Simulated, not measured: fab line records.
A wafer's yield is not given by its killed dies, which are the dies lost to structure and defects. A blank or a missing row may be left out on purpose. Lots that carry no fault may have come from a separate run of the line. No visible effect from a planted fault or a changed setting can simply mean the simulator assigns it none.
Which tool did it? ; flow gf180mcu ; Sampling: 24 lots, 72 wafers, 6 of 602 route steps

== WHAT THE GAUGES READ, wafer by wafer ==
GF_STI_THK_MEAS_02. Usual: STI_OXIDATION_THK gives 10.14 nm (standard deviation 0.2).
lot;measured;on;STI_OXIDATION_THK (nm);flag
L074;day 1 11:32;film metro-02;10.15 10.36 10.20;
L075;day 1 16:32;film metro-02;10.19 10.11 10.32;
L076;day 1 21:31;film metro-03;10.24 10.22 10.09;
L077;day 2 02:32;film metro-02;10.15 10.22 10.19;
L078;day 2 07:40;film metro-03;10.22 10.12 10.10;
L079;day 2 12:32;film metro-01;10.41 10.40 10.58;
L080;day 2 19:19;film metro-03;10.26 10.17 10.35;
L081;day 2 23:16;film metro-03;10.13 10.20 10.17;
L082;day 3 04:23;film metro-03;10.42 10.37 10.39;
L083;day 3 08:32;film metro-03;9.75 9.80 9.77;
L084;day 3 13:31;film metro-03;10.14 9.99 10.21;
L085;day 3 18:31;film metro-03;9.95 9.71 9.90;
L086;day 3 23:45;film metro-03;9.92 9.97 9.95;
L087;day 4 04:31;film metro-01;10.04 10.32 10.24;
L088;day 4 09:31;film metro-03;10.18 10.21 9.86;
L089;day 4 14:41;film metro-03;10.21 10.13 10.01;
L090;day 4 20:01;film metro-03;10.17 9.86 10.16;
L091;day 5 01:21;film metro-03;10.19 10.17 10.11;
L092;day 5 06:02;film metro-02;9.85 9.92 9.85;
L093;day 5 10:38;film metro-01;10.34 10.15 10.21;
L094;day 5 16:10;film metro-03;10.38 10.48 10.28;
L095;day 5 20:37;film metro-01;10.23 10.24 10.25;
L096;day 6 02:36;film metro-03;10.17 10.11 10.19;
L097;day 6 06:49;film metro-01;9.71 9.61 9.71;

GF_CONTACT_BOW_MEAS_05. Usual: CONTACT_BOW gives 65 um (standard deviation 6.1).
lot;measured;on;CONTACT_BOW (um);flag
L074;day 15 11:45;film metro-01;65 65 67;
L075;day 15 13:40;film metro-02;65 60 59;
L076;day 16 12:57;film metro-04;67 58 73;
L077;day 16 12:40;film metro-02;56 65 59;
L078;day 16 15:13;film metro-04;58 69 65;
L079;day 17 08:48;film metro-01;64 71 73;
L080;day 17 09:26;film metro-01;70 67 63;
L081;day 17 20:25;film metro-01;66 61 74;
L082;day 18 02:39;film metro-04;61 58 65;
L083;day 18 10:53;film metro-04;71 61 67;
L084;day 18 16:02;film metro-02;60 68 67;
L085;day 19 06:41;film metro-02;67 68 76;
L086;day 19 09:34;film metro-02;62 64 55;
L087;day 19 22:27;film metro-04;75 60 76;
L088;day 20 08:07;film metro-02;68 60 64;
L089;day 20 10:17;film metro-02;63 65 67;
L090;day 20 20:40;film metro-04;82 71 63;
L091;day 21 06:19;film metro-01;68 69 60;
L092;day 21 17:53;film metro-02;68 66 68;
L093;day 21 22:52;film metro-02;63 60 69;
L094;day 22 09:20;film metro-04;68 73 65;
L095;day 22 19:07;film metro-04;67 67 61;
L096;day 22 23:37;film metro-01;73 56 57;
L097;day 23 09:21;film metro-04;69 68 56;

GF_M2_OVL_MEAS_15. Usual: M2_OVL gives 1 nm (standard deviation 5.1).
lot;measured;on;M2_OVL (nm);flag
L074;day 19 12:35;overlay-01;-1 -2 -4;
L075;day 19 14:52;overlay-02;-7 -9 -6;
L076;day 20 16:05;overlay-02;1 -5 3;
L077;day 20 15:37;overlay-01;12 8 11;
L078;day 20 18:53;overlay-02;4 1 -1;
L079;day 21 13:32;overlay-02;0 -7 3;
L080;day 21 14:34;overlay-02;7 7 0;
L081;day 22 01:14;overlay-02;-3 3 -5;
L082;day 22 07:03;overlay-02;-3 0 -6;
L083;day 22 14:39;overlay-01;-4 -3 0;
L084;day 22 20:25;overlay-01;-5 -4 -1;
L085;day 23 09:40;overlay-02;-6 -5 1;
L086;day 23 13:04;overlay-01;5 3 0;
L087;day 24 01:50;overlay-01;12 13 8;
L088;day 24 10:44;overlay-02;7 5 7;
L089;day 24 12:21;overlay-01;0 -3 -5;
L090;day 24 21:57;overlay-02;-1 0 2;
L091;day 25 05:05;overlay-02;5 0 1;
L092;day 25 17:19;overlay-02;5 8 3;
L093;day 25 21:50;overlay-02;1 4 5;
L094;day 26 06:43;overlay-02;7 5 -4;
L095;day 26 13:53;overlay-02;3 0 -4;
L096;day 26 18:47;overlay-01;0 1 1;
L097;day 27 02:46;overlay-02;-7 -11 0;

GF_M4_OVL_MEAS_15. Usual: M4_OVL gives 0 nm (standard deviation 5).
lot;measured;on;M4_OVL (nm);flag
L074;day 23 18:02;overlay-02;-5 -4 -10;
L075;day 23 19:32;overlay-01;6 9 4;
L076;day 24 19:00;overlay-02;-9 -9 -8;
L077;day 24 18:32;overlay-02;-8 -7 -3;
L078;day 24 21:50;overlay-02;-4 -5 -2;
L079;day 25 13:11;overlay-01;2 1 9;
L080;day 25 15:28;overlay-01;-5 0 6;
L081;day 26 01:31;overlay-02;2 1 -1;
L082;day 26 06:33;overlay-01;-3 -1 -1;
L083;day 26 12:42;overlay-01;6 10 2;
L084;day 26 17:02;overlay-02;-8 -8 -4;
L085;day 27 06:40;overlay-02;9 1 6;
L086;day 27 08:55;overlay-01;2 2 2;
L087;day 27 19:20;overlay-01;2 -1 6;
L088;day 28 02:35;overlay-02;-2 -2 1;
L089;day 28 04:23;overlay-01;-2 0 -6;
L090;day 28 13:00;overlay-01;11 5 8;
L091;day 28 20:07;overlay-01;5 3 1;
L092;day 29 08:23;overlay-01;-9 -6 -6;
L093;day 29 11:16;overlay-01;2 1 0;
L094;day 29 19:35;overlay-01;1 0 -2;
L095;day 30 02:47;overlay-01;-1 1 -2;
L096;day 30 07:29;overlay-01;-1 3 5;
L097;day 30 12:49;overlay-01;1 2 6;

== WHAT TOOL EACH LOT RAN ON (gives the tool, then ch and the chambers of the sampled wafers, and finally the start) ==
lot;GF_V2_ETCH_16;GF_V3_ETCH_16
L074;rie diel-03 ch 1,2,3, day 20 14:26;rie diel-01 ch 0,1, day 22 17:19
L075;rie diel-02 ch 0,1,2, day 20 16:19;rie diel-02 ch 0,1,3, day 22 19:47
L076;rie diel-03 ch 0,2, day 21 17:44;rie diel-02 ch 0,3, day 23 19:14
L077;rie diel-04 ch 0,1, day 21 17:05;rie diel-01 ch 0,2, day 23 19:08
L078;rie diel-03 ch 1,2,3, day 21 19:59;rie diel-01 ch 0,1,3, day 23 21:14
L079;rie diel-02 ch 0,1,3, day 22 13:29;rie diel-03 ch 1,2, day 24 13:41
L080;rie diel-03 ch 0,2, day 22 15:47;rie diel-01 ch 2,3, day 24 16:15
L081;rie diel-04 ch 0,2,3, day 23 02:13;rie diel-03 ch 0,2,3, day 25 02:35
L082;rie diel-04 ch 0,1, day 23 06:53;rie diel-01 ch 0,1,2, day 25 07:20
L083;rie diel-02 ch 0,1,2, day 23 14:43;rie diel-02 ch 0,1,3, day 25 14:05
L084;rie diel-04 ch 0,2, day 23 20:31;rie diel-02 ch 1,2, day 25 19:14
L085;rie diel-04 ch 1,3, day 24 11:02;rie diel-03 ch 0,1, day 26 08:00
L086;rie diel-02 ch 0,3, day 24 13:05;rie diel-01 ch 1,2,3, day 26 10:45
L087;rie diel-03 ch 0,2,3, day 25 01:05;rie diel-02 ch 1,3, day 26 21:54
L088;rie diel-03 ch 0,1,3, day 25 09:20;rie diel-01 ch 1,2,3, day 27 05:56
L089;rie diel-04 ch 1,2,3, day 25 11:25;rie diel-02 ch 1,3, day 27 07:06
L090;rie diel-04 ch 0,2,3, day 25 20:18;rie diel-02 ch 1,2, day 27 16:15
L091;rie diel-04 ch 0,1,3, day 26 03:52;rie diel-02 ch 0,2,3, day 27 23:00
L092;rie diel-03 ch 1,2,3, day 26 15:14;rie diel-01 ch 2,3, day 28 11:11
L093;rie diel-02 ch 0,1,2, day 26 19:50;rie diel-02 ch 1,2,3, day 28 14:08
L094;rie diel-02 ch 2,3, day 27 04:26;rie diel-03 ch 0,1, day 28 22:35
L095;rie diel-03 ch 1,2,3, day 27 11:38;rie diel-03 ch 1,3, day 29 05:59
L096;rie diel-04 ch 0,1, day 27 16:29;rie diel-02 ch 0,2,3, day 29 10:35
L097;rie diel-04 ch 0,1,2, day 27 23:19;rie diel-02 ch 0,1,3, day 29 16:57
- GF_V2_ETCH_16: etches BARC in N2/H2.
- GF_V3_ETCH_16: etches BARC in N2/H2.

== AS READ BY THE TOOLS THEMSELVES (means over the sampled wafers that have a number; for cases with no such wafer, the mark the record gives instead) ==
GF_V2_ETCH_16. Usual: chamber pressure mTorr 30.001 mTorr, standard deviation 0.03; drypump motor current A 5.8 A, standard deviation 0.37; oes product au 0.855 a.u., standard deviation 0.0045; throttle valve pct 13.224 %, standard deviation 0.0091.
lot;tool;chamber pressure mTorr (mTorr);drypump motor current A (A);oes product au (a.u.);throttle valve pct (%);flag
L074;rie diel-03;29.991;5.5;0.861;13.224;
L075;rie diel-02;30.031;5.8;0.854;13.225;
L076;rie diel-03;30.017;6.0;0.852;13.218;
L077;rie diel-04;29.991;5.6;0.854;13.218;
L078;rie diel-03;30.003;5.5;0.852;13.223;
L079;rie diel-02;29.974;5.6;0.853;13.226;
L080;rie diel-03;29.986;5.9;0.850;13.237;
L081;rie diel-04;30.006;6.0;0.856;13.216;
L082;rie diel-04;29.972;5.5;0.855;13.221;
L083;rie diel-02;30.009;5.8;0.855;13.229;
L084;rie diel-04;30.001;5.6;0.849;13.231;
L085;rie diel-04;30.003;6.3;0.854;13.230;
L086;rie diel-02;30.008;5.5;0.856;13.221;
L087;rie diel-03;29.982;5.8;0.853;13.215;
L088;rie diel-03;30.008;5.6;0.857;13.225;
L089;rie diel-04;30.009;6.0;0.858;13.233;
L090;rie diel-04;30.027;6.0;0.857;13.223;
L091;rie diel-04;30.010;5.9;0.857;13.222;
L092;rie diel-03;29.979;5.5;0.853;13.230;
L093;rie diel-02;30.011;5.8;0.856;13.232;
L094;rie diel-02;30.009;5.5;0.853;13.223;
L095;rie diel-03;29.994;5.5;0.855;13.224;
L096;rie diel-04;29.994;5.6;0.856;13.217;
L097;rie diel-04;29.990;5.7;0.852;13.221;

GF_V3_ETCH_16. Usual: chamber pressure mTorr 30.001 mTorr, standard deviation 0.025; drypump motor current A 5.6 A, standard deviation 0.32; oes product au 0.854 a.u., standard deviation 0.0049; throttle valve pct 13.225 %, standard deviation 0.011.
lot;tool;chamber pressure mTorr (mTorr);drypump motor current A (A);oes product au (a.u.);throttle valve pct (%);flag
L074;rie diel-01;30.005;5.2;0.851;13.210;
L075;rie diel-02;29.970;5.6;0.849;13.221;
L076;rie diel-02;30.009;5.6;0.856;13.230;
L077;rie diel-01;30.008;6.1;0.860;13.232;
L078;rie diel-01;30.012;5.5;0.853;13.227;
L079;rie diel-03;29.984;5.5;0.854;13.225;
L080;rie diel-01;30.019;5.9;0.859;13.216;
L081;rie diel-03;30.011;5.7;0.857;13.233;
L082;rie diel-01;29.990;5.6;0.856;13.229;
L083;rie diel-02;30.014;5.6;0.853;13.219;
L084;rie diel-02;30.007;5.8;0.857;13.226;
L085;rie diel-03;29.979;5.7;0.857;13.226;
L086;rie diel-01;29.983;5.6;0.851;13.230;
L087;rie diel-02;29.991;5.4;0.857;13.229;
L088;rie diel-01;29.997;5.7;0.852;13.225;
L089;rie diel-02;30.002;5.6;0.854;13.228;
L090;rie diel-02;29.968;5.8;0.853;13.231;
L091;rie diel-02;29.988;5.7;0.849;13.228;
L092;rie diel-01;29.995;6.0;0.852;13.223;
L093;rie diel-02;30.006;5.6;0.856;13.221;
L094;rie diel-03;29.998;5.9;0.852;13.227;
L095;rie diel-03;30.001;5.4;0.856;13.223;
L096;rie diel-02;30.006;5.7;0.852;13.224;
L097;rie diel-02;30.009;5.6;0.854;13.230;

== THE ANSWER, worked out from the rows above alone ==
Rule: take the mean of a lot's wafers that have a number; if it is more than 3 standard deviations from the usual mean, the lot is off. A lot without any number at a reading at which 4 lots or more have one is off too. The other lots that the step has rows for count as sound. Order of review: gauges by route order, followed by the tools' own readings, for which a lot's mean as printed above is used. At the first step where some lot is off, the reading lying furthest off is the one used; lots without a number count as furthest.
Across all readings shown, no lot is off: no conclusion can be drawn from this.

== WHAT THE SIMULATOR HAD PUT IN ==
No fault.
